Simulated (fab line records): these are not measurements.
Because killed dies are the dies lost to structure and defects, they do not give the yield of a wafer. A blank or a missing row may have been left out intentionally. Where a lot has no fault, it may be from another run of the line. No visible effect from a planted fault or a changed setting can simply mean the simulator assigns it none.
Code-filled problem report in 8D (eight disciplines) form | flow sky130 | the parts of the form that need people (team, actions taken, sign-off) are left out

== 1. WHAT WENT WRONG ==
Mean CONTACT_W_RS at SKY_CONTACT_RS_MEAS_25: 0.234 ohm/sq over 2 wafers in 2 lots; fault-free wafers: 0.339 ohm/sq, standard deviation 0.0064. Measured from the usual mean, that is -16 standard deviations.
The step: measures by four-point-probe.
Earliest sighting: wafer L508.6 on film metro-01 at day 34 19:37. At this step, 33 wafers from 11 lots have a number in the record. The rule behind "out" and "out of limits": a value lying over 4 standard deviations away from the usual mean. The rest of the wafers with a number are treated as sound.

== 2. WHAT THIS IS AND IS NOT ==
question                    | is                           | is not
which readings at this step | CONTACT_W_RS                 | -
which lots                  | L508, L510                   | L501, L502, L504, L506, L517, L518, L520, L522, L523
which wafers of those lots  | L508.6, L510.5               | L508.1, L508.3, L510.1, L510.6
read on which gauges        | film metro-01, film metro-04 | film metro-03
when                        | from day 34 19:37            | up to then (14 sound wafers); but 17 sound wafers of L510, L517, L518, L520, L522, L523 came after

== 3. WHAT RULES OUT EACH SUSPECT ==
Counting: any tool at a process step up to the reading remains a suspect provided it ran every lot that is out. Sound lots after the first of them don't rule it out here, since some wafers of a struck lot are sound.
- the gauge at SKY_CONTACT_RS_MEAS_25 is ruled out. 2 gauges (film metro-01, film metro-04) read the wafers that are out.
- cvd w-01 at SKY_CONTACT_CVD_24 (deposits W, target thk 340 nm, time 102.12 s): kept. It processed each lot that is out (first: L508, day 34 19:31); up to then, its last sound lot is L504 (day 32 21:14).
- Within cvd w-01 at SKY_CONTACT_CVD_24: the wafers that are out ran in chamber 0; their sound lot-mates ran in chamber 1.
Remaining after the count: cvd w-01 at SKY_CONTACT_CVD_24.

== 4. THE CAUSE (what the simulator had put in) ==
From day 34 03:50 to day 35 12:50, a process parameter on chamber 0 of cvd w-01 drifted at SKY_CONTACT_CVD_24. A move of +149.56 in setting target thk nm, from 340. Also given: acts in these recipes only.
This tool alone remained once counting was done.

== 5. THE CHAIN OF EFFECTS, in route order ==
Each row: a reading whose mean over the struck wafers that have a number lies more than 3 standard deviations from the usual. Only readings whose record carries a usual standard deviation are examined. hours: median over the lots of the time between each lot's start at the first step of this table that gives one and its start at this step. sigmas: the change, counted in usual standard deviations.
hours | step                    | reading            | usual        | on struck wafers | change | sigmas
0     | SKY_CONTACT_RS_MEAS_25  | CONTACT_W_RS       | 0.339 ohm/sq | 0.234            | -0.105 | -16
3     | SKY_CONTACT_THK_MEAS_26 | CONTACT_W_THK      | 341 nm       | 493              | +152   | +21
6     | SKY_CONTACT_CMP_27      | time to endpoint s | 83 s         | 124              | +40    | +8.4
Its process steps:
- SKY_CONTACT_CMP_27: polishes, stops on SiO2, t overpolish 15 s, target thk 0 nm.
Later steps that measure or inspect, where all struck wafers having a row at the step show a number for every such reading and not one has moved that far: SKY_METAL2_CD_MEAS_15, SKY_VIA2_BOW_MEAS_03.

== 6. HOW IT WOULD HAVE BEEN CAUGHT EARLIER ==
Counted from the fault's start at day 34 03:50, it took 16 hours until the first out-of-limits reading at a measuring or inspecting step in this record, taken at day 34 19:37.
Tool readings at SKY_CONTACT_CVD_24 with a usual standard deviation given in the record: none out on any struck wafer, hence no alarm at a limit of 4 standard deviations on them.
L510, from the lots that are out (2), started SKY_CONTACT_CVD_24 on cvd w-01 later than day 34 19:37. A tool hold placed at that time would have kept it from harm.
